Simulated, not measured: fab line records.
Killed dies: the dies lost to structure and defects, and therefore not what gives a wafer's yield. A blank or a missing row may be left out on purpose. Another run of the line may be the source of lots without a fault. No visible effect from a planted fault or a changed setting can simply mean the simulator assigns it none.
Which tool did it?	flow sky130	39 wafers from 13 lots sampled at 7 of the route's 708 steps

== WHAT EACH GAUGE READ, for each wafer ==
SKY_FIELD_ISO_THK_MEAS_02.
lot	measured	on	FIELD_ISO_OXIDATION_00_THK (nm)
L335	day 1 17:39	film-metro-03	11.70 11.63 11.67
L336	day 1 21:38	film-metro-02	12.25 12.05 12.13
L338	day 2 08:01	film-metro-02	11.94 12.10 12.02
L339	day 2 13:46	film-metro-02	12.17 11.77 11.98
L343	day 3 13:07	film-metro-03	12.13 12.40 12.45
L344	day 3 18:32	film-metro-02	11.71 11.95 11.98
L348	day 4 10:17	film-metro-02	11.92 11.99 12.03
L350	day 4 20:04	film-metro-02	11.65 11.69 11.60
L351	day 5 01:40	film-metro-04	11.82 12.07 11.81
L352	day 5 06:28	film-metro-04	11.98 11.94 11.88
L353	day 5 11:24	film-metro-04	11.76 11.85 11.78
L355	day 5 20:38	film-metro-03	11.98 11.82 11.93
L356	day 6 02:16	film-metro-03	11.61 11.78 11.85

SKY_VT_ADJUST_PCH_OVL_MEAS_07.
lot	measured	on	VT_ADJUST_PCH_OVL (nm)
L335	day 10 20:49	overlay-01	0.0 -2.1 -1.0
L336	day 11 00:18	overlay-01	0.3 0.7 -2.6
L338	day 12 11:08	overlay-02	0.0 2.1 0.1
L339	day 12 16:54	overlay-01	-1.8 1.0 -0.7
L343	day 13 11:16	overlay-02	- - -
L344	day 13 21:25	overlay-01	0.9 0.1 1.0
L348	day 14 19:15	overlay-01	-0.3 1.0 1.2
L350	day 15 09:26	overlay-01	0.0 -2.1 -3.3
L351	day 15 18:36	overlay-02	-1.8 -1.5 0.0
L352	day 16 03:23	overlay-01	-1.1 0.3 0.2
L353	day 16 10:21	overlay-02	0.8 -1.1 0.5
L355	day 17 10:25	overlay-02	1.5 1.3 1.1
L356	day 17 16:16	overlay-02	-1.6 -0.4 0.2

SKY_VT_ADJUST_PCH_TW_MEAS_10.
lot	measured	on	VT_ADJUST_PCH_TW
L335	day 10 21:06	film-metro-01	141.0 141.2 141.0
L336	day 11 00:35	film-metro-03	142.3 143.4 143.5
L338	day 12 11:26	film-metro-01	140.1 141.1 140.4
L339	day 12 17:11	film-metro-03	143.4 143.3 142.8
L343	day 13 11:34	film-metro-03	30.3 30.2 30.3
L344	day 13 21:42	film-metro-03	143.8 143.3 143.4
L348	day 14 19:32	film-metro-03	142.9 143.5 143.5
L350	day 15 09:44	film-metro-04	144.1 143.0 143.8
L351	day 15 18:53	film-metro-01	140.4 140.1 140.7
L352	day 16 03:41	film-metro-03	144.5 144.4 143.5
L353	day 16 10:38	film-metro-03	143.6 144.1 143.3
L355	day 17 10:42	film-metro-04	144.0 144.5 143.4
L356	day 17 16:34	film-metro-03	142.9 142.4 142.3

SKY_SONOS_TUNNEL_TW_MEAS_12.
lot	measured	on	SONOS_TUNNEL_TW
L335	day 11 20:53	film-metro-01	195.1 194.7 195.7
L336	day 12 00:49	film-metro-03	198.0 198.6 197.7
L338	day 13 09:34	film-metro-03	199.4 200.3 199.6
L339	day 13 18:20	film-metro-01	195.2 195.7 195.2
L343	day 14 14:25	film-metro-03	213.6 215.3 215.0
L344	day 15 00:43	film-metro-01	195.3 196.3 195.3
L348	day 15 22:55	film-metro-03	197.1 197.0 197.1
L350	day 16 13:17	film-metro-01	196.4 196.1 197.2
L351	day 16 22:41	film-metro-02	198.4 198.9 198.0
L352	day 17 08:44	film-metro-02	199.1 200.9 200.6
L353	day 17 15:22	film-metro-02	199.8 199.2 199.0
L355	day 18 17:11	film-metro-01	194.1 194.0 194.4
L356	day 18 23:08	film-metro-03	196.9 197.3 198.7

== TOOL THAT RAN EACH LOT (tool first, then ch and the chambers of the sampled wafers, then the start) ==
lot	SKY_FIELD_ISO_ETCH_14	SKY_FIELD_ISO_CMP_27	SKY_VT_ADJUST_PCH_EXPOSE_04
L335	rie-diel-01 ch 0,1,2, day 2 10:35	cmp-02 ch 0,2,3, day 2 16:38	iline-stepper-02 ch 0, day 10 10:34
L336	rie-diel-02 ch 0,3, day 2 15:32	cmp-02 ch 0,1,3, day 2 19:04	iline-stepper-01 ch 0, day 10 13:09
L338	rie-diel-01 ch 1,2,3, day 3 01:55	cmp-02 ch 0,1,3, day 3 14:39	iline-stepper-01 ch 0, day 11 23:42
L339	rie-diel-02 ch 1,2, day 3 07:56	cmp-02 ch 2,3, day 3 21:25	iline-stepper-01 ch 0, day 12 05:58
L343	rie-diel-03 ch 1,2,3, day 4 07:02	cmp-01 ch 0,1,2, day 4 10:27	iline-stepper-02 ch 0, day 12 23:04
L344	rie-diel-01 ch 0,2,3, day 4 13:01	cmp-02 ch 0,1,2, day 4 18:33	iline-stepper-01 ch 0, day 13 07:38
L348	rie-diel-02 ch 1,2,3, day 5 05:53	cmp-02 ch 0,1,3, day 5 09:53	iline-stepper-02 ch 0, day 14 06:35
L350	rie-diel-01 ch 1,2,3, day 5 16:46	cmp-02 ch 0,2, day 5 21:39	iline-stepper-02 ch 0, day 14 20:01
L351	rie-diel-01 ch 0,1,3, day 5 22:59	cmp-02 ch 0,1,2, day 6 03:49	iline-stepper-01 ch 0, day 15 05:35
L352	rie-diel-03 ch 0,2,3, day 6 03:01	cmp-02 ch 0,1,2, day 6 07:49	iline-stepper-02 ch 0, day 15 13:21
L353	rie-diel-03 ch 1,2, day 6 09:20	cmp-01 ch 1,2,3, day 6 13:03	iline-stepper-02 ch 0, day 15 20:26
L355	rie-diel-03 ch 0,2,3, day 6 20:34	cmp-02 ch 1,2,3, day 7 04:28	iline-stepper-02 ch 0, day 16 19:32
L356	rie-diel-03 ch 1,2, day 7 03:55	cmp-01 ch 0,2,3, day 7 10:09	iline-stepper-02 ch 0, day 17 01:40
- SKY_FIELD_ISO_ETCH_14: etches BARC in N2/H2, stops on SiO2, time 45.9 s, target depth 60 nm.
- SKY_FIELD_ISO_CMP_27: polishes, stops on Si3N4, t overpolish 16 s, target thk 457.8 nm.
- SKY_VT_ADJUST_PCH_EXPOSE_04: exposes mask NWM, target cd 840 nm.

== WHAT THE TOOLS THEMSELVES READ (means of the sampled wafers that have a number; where no wafer has one, the mark that the record gives instead) ==
SKY_FIELD_ISO_ETCH_14.
lot	tool	drypump-motor-current-A (A)	oes-product-au (a.u.)	throttle-valve-pct (%)
L335	rie-diel-01	6.1	0.860	13.225
L336	rie-diel-02	5.4	0.854	13.230
L338	rie-diel-01	6.1	0.854	13.232
L339	rie-diel-02	5.8	0.856	13.226
L343	rie-diel-03	6.0	0.855	13.229
L344	rie-diel-01	6.3	0.855	13.224
L348	rie-diel-02	5.8	0.855	13.214
L350	rie-diel-01	6.1	0.857	13.226
L351	rie-diel-01	6.0	0.850	13.233
L352	rie-diel-03	6.1	0.852	13.232
L353	rie-diel-03	6.1	0.854	13.223
L355	rie-diel-03	6.1	0.858	13.228
L356	rie-diel-03	5.8	0.852	13.235

SKY_FIELD_ISO_CMP_27.
lot	tool	head-pressure-psi (psi)	motor-current-A (A)	overpolish-run-s (s)	time-to-endpoint-s (s)
L335	cmp-02	4.002	10.9	16.006	112
L336	cmp-02	3.988	11.7	16.004	115
L338	cmp-02	4.002	11.9	15.999	115
L339	cmp-02	3.996	11.5	15.996	118
L343	cmp-01	3.999	12.4	16.002	113
L344	cmp-02	4.004	12.3	16.004	111
L348	cmp-02	4.001	12.2	15.998	108
L350	cmp-02	3.996	11.6	16.002	108
L351	cmp-02	3.994	12.0	16.011	115
L352	cmp-02	3.997	12.0	16.005	116
L353	cmp-01	4.001	12.1	15.996	110
L355	cmp-02	4.001	12.0	15.995	117
L356	cmp-01	3.994	12.1	15.996	111

== THE ANSWER, worked out from the rows above alone ==
Rule: the lots themselves supply what counts as usual. The widest of any qualifying gaps counts: lots, ordered by their means at a reading, are off when they make up no more than a third of the lots, leave a main group of 4 or more, and stand apart from it by 3 or more times the standard deviation of that group's means. A main group is skipped when, at the precision printed for the reading in the tables above, its means are all equal. A lot without any number at a reading at which 4 lots or more have one is off too. All remaining lots with rows at the step are treated as sound. Order of review: gauges by route order, followed by the tools' own readings, for which a lot's mean as printed above is used. The first step at which some lot is off is used, and at that step the reading that is off furthest; a lot without a number counts as furthest.
Off: L343, seen at SKY_VT_ADJUST_PCH_OVL_MEAS_07 (VT_ADJUST_PCH_OVL). Without a number there: L343. The main group has a mean of -0.2 nm with a standard deviation of 0.87.
A tool fits if, at a process step before that reading, it ran every lot that is off, and no sound lot after the first of them. Not tried: the gauges at SKY_VT_ADJUST_PCH_OVL_MEAS_07; whatever is off there is also off at SKY_VT_ADJUST_PCH_TW_MEAS_10, on other tools, and gauge error can't account for it. None of those tried fits.

== WHAT HAD BEEN PUT IN BY THE SIMULATOR ==
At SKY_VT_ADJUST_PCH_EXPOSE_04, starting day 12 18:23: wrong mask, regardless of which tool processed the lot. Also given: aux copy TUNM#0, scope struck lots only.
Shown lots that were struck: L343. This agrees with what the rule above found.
